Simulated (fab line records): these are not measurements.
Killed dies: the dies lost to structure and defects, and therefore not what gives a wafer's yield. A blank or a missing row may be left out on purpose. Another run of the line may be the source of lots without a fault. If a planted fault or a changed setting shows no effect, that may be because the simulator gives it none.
Comparing a struck lot with a sound one + flow sky130 + 43 steps out of a route of 708
Sound: these wafers, L490.1, L490.4, L490.5. The struck wafers were L497.1, L497.3, L497.6. Last of all comes the cause.
Each step with rows lists, per side, the tool, then ch with its chambers, then its first start. Under that, the readings that differ: sound wafers + struck wafers + difference of the means + sigmas: that difference in standard deviations of wafers without a fault.
alike: a reading whose means differ by less than 2 such deviations, as well as words and numbers matching on both sides. not compared: withheld readings; readings where some wafer has no value; bounds like >300 that might hide an equal value; numbers whose values overlap and for which the record gives no deviation.
The two part at a step that has a row with sigmas, a row that says differs or no value, or rows on one side only. When numbers do not overlap yet have no deviation, they are printed without sigmas and do not part them. Lack of a reading on every wafer of one side parts them only where that side has two or more wafers.

first, 8 steps without rows for these wafers: SKY_VIA3_DEHYDRATE_04 (time 60 s); SKY_VIA3_HMDS_05 (prime time 60 s); SKY_VIA3_COAT_06 (resist thk 60 nm); SKY_VIA3_COAT_07 (resist thk 450 nm); SKY_VIA3_SOFTBAKE_08 (time 90 s); SKY_VIA3_EXPOSE_09 (exposes mask VIM3, target cd 200 nm); SKY_VIA3_PEB_10; SKY_VIA3_DEVELOP_11 (develop time 60 s).
SKY_VIA3_CD_MEAS_12: target cd 200 nm.
  struck on cd sem-02, day 42 08:07; sound on cd sem-01, day 40 16:52
| reading    | sound             | struck            | difference | sigmas |
|------------|-------------------|-------------------|------------|--------|
| cd nm (nm) | 201.5 202.6 201.1 | 198.4 197.2 197.6 | -4.0       | -2     |
SKY_VIA3_OVL_MEAS_13:
  struck on overlay-01, day 42 08:14; sound on overlay-01, day 40 16:59
  alike: VIA3_OVL
then, 1 step without rows for these wafers: SKY_VIA3_ETCH_14 (etches BARC in N2/H2, stops on SiO2, time 45.9 s, target depth 60 nm).
SKY_VIA3_ETCH_15: etches SiO2 in C4F8/O2/Ar, stops on TiN, target depth 507 nm, time 78 s.
  sound on rie diel-01 ch 0,1, day 40 17:04; struck on rie diel-03 ch 1,2, day 42 08:19
  alike: oes product au
  not compared: rf hours counter h
SKY_VIA3_STRIP_16: strips in O2/N2.
  sound on plasma asher-04 ch 0,1, day 40 17:07; struck on plasma asher-03 ch 1, day 42 08:22
  alike: drypump motor current A, oes product au, strip time to endpoint s
  not compared: rf hours counter h
then, 5 steps without rows for these wafers: SKY_VIA3_STRIP_17 (strips in post etch residue remover, time 1200 s); SKY_VIA3_CLEAN_18 (cleans in IPA, time 180 s); SKY_VIA3_CLEAN_19 (cleans in O3/DIW); SKY_VIA3_SPUTTER_20 (material TiN, target thk 20 nm, time 80 s); SKY_VIA3_CVD_21 (deposits W, target thk 390 nm, time 117.31 s).
SKY_VIA3_RS_MEAS_22: the measuring method here is four-point-probe.
  struck on film metro-02, day 42 09:08; sound on film metro-01, day 40 17:54
  alike: VIA3_W_RS
SKY_VIA3_THK_MEAS_23: measures by xrf.
  struck on film metro-02, day 42 09:16; sound on film metro-01, day 40 18:01
  alike: VIA3_W_THK
SKY_VIA3_CMP_24: polishes, stops on SiO2, t overpolish 20 s, target thk 0 nm.
  sound on cmp-02 ch 2,3, day 40 18:05; struck on cmp-01 ch 1,2, day 42 09:22
  alike: motor current A, overpolish run s, platen rpm, time to endpoint s
then, 4 steps without rows for these wafers: SKY_METAL4_SPUTTER_00 (material Ti, target thk 15 nm, time 10 s); SKY_METAL4_SPUTTER_01 (material TiN, target thk 20 nm, time 16.7 s); SKY_METAL4_SPUTTER_02 (material AlCu, target thk 735 nm, time 39.1 s); SKY_METAL4_SPUTTER_03 (material Ti, target thk 5 nm, time 3.3 s).
SKY_METAL4_SPUTTER_04: material TiN, target thk 70 nm, time 58.3 s.
  struck on pvd sputter-01, day 42 09:44; sound on pvd sputter-01, day 40 18:29
  alike: chamber pressure pa, throttle valve pct
SKY_CAP2M_CVD_00: deposits SiO2, target thk 15.5 nm.
  sound on pecvd-02 ch 0,1, day 40 18:32; struck on pecvd-02 ch 0,2, day 42 09:47
  alike: heater power w
SKY_CAP2M_THK_MEAS_01:
  struck on film metro-03, day 42 09:48; sound on film metro-02, day 40 18:34
  alike: CAP2M_CVD_00_THK
then, 1 step without rows for these wafers: SKY_CAP2M_SPUTTER_02 (material TiN, target thk 200 nm, time 166.7 s).
SKY_CAP2M_RS_MEAS_03: the measuring method here is four-point-probe.
  struck on film metro-02, day 42 09:58; sound on film metro-03, day 40 18:44
| reading               | sound          | struck         | difference | sigmas |
|-----------------------|----------------|----------------|------------|--------|
| CAP2M_TIN_RS (ohm/sq) | 6.78 6.74 6.77 | 6.90 6.89 6.95 | +0.15      | +2     |
SKY_CAP2M_THK_MEAS_04: measures by xrf.
  struck on film metro-02, day 42 10:05; sound on film metro-03, day 40 18:52
| reading            | sound             | struck            | difference | sigmas |
|--------------------|-------------------|-------------------|------------|--------|
| CAP2M_TIN_THK (nm) | 205.6 206.9 205.3 | 200.8 201.1 200.0 | -5.3       | -2     |
then, 7 steps without rows for these wafers: SKY_CAP2M_DEHYDRATE_05 (time 60 s); SKY_CAP2M_HMDS_06 (prime time 60 s); SKY_CAP2M_COAT_07 (resist thk 1140 nm); SKY_CAP2M_SOFTBAKE_08 (time 60 s); SKY_CAP2M_EXPOSE_09 (exposes mask CAP2M, target cd 1000 nm); SKY_CAP2M_PEB_10; SKY_CAP2M_DEVELOP_11 (develop time 61.85 s).
SKY_CAP2M_OVL_MEAS_12:
  struck on overlay-01, day 43 09:01; sound on overlay-01, day 41 15:46
  alike: CAP2M_OVL
SKY_CAP2M_METAL_ETCH_13: etches TiN in Cl2/BCl3, stops on SiO2, target depth 220 nm, time 62.9 s.
  sound on rie metal-03 ch 0,1, day 41 15:47; struck on rie metal-01 ch 0, day 43 09:02
  alike: drypump motor current A, oes product au, throttle valve pct
  not compared: rf hours counter h
then, 2 steps without rows for these wafers: SKY_CAP2M_STRIP_14 (strips in O2/N2); SKY_CAP2M_STRIP_15 (strips in post etch residue remover, time 1200 s).
-- the record jumps here: 5 days lie between the struck wafers' starts before and after (it left off in module CAP2M and takes up again in module PAD_OPEN, whose first step shown is number 708 of the route) --
SKY_PAD_OPEN_PROBE_99:
  struck on prober-02, day 48 01:26; sound on prober-01, day 46 12:54
| reading                               | sound               | struck            | difference | sigmas |
|---------------------------------------|---------------------|-------------------|------------|--------|
| defect limited yield (%)              | 85.8 81.1 81.5      | 67.7 70.5 73.8    | -12.1      | -7     |
| killed_at_M0_to_M3                    | 31 56 42            | 110 105 90        | +59        | +9     |
| killed dies                           | 70 93 91            | 159 145 129       | +60        | +7     |
| sort_bin_3_pad_short (%)              | 0.4 0.8 0.4         | 4.5 3.7 4.5       | +3.7       | +9     |
| sort_bin_5_function (%)               | 8.7 11.2 12.0       | 18.7 18.7 15.4    | +7.0       | +5     |
| sort n pass                           | 422 399 401         | 333 347 363       | -60        | -7     |
| sort yield pct (%)                    | 85.8 81.1 81.5      | 67.7 70.5 73.8    | -12.1      | -7     |
| model.etest.tester.sort n pass        | 422 399 401         | 333 347 363       | -60        |        |
| model.etest.tester.sort yield pct (%) | 85.77 81.1 81.5     | 67.68 70.53 73.78 | -12.13     |        |
| model.etest.tester.sort_bin_5_pct (%) | 8.74 11.18 11.99    | 18.7 18.7 15.45   | +7.0       |        |
| model.etest.tester.sort_bin_3_pct (%) | 0.4065 0.813 0.4065 | 4.472 3.659 4.472 | +3.659     |        |
  alike: killed_at_M4_up, killed at contacts, killed at front end, killed at other, killed open, killed short, sort_bin_6_memory

== WHERE THEY PART ==
First at SKY_VIA3_CD_MEAS_12; last, within this record, at SKY_PAD_OPEN_PROBE_99.

WHY: whatever the simulator had introduced
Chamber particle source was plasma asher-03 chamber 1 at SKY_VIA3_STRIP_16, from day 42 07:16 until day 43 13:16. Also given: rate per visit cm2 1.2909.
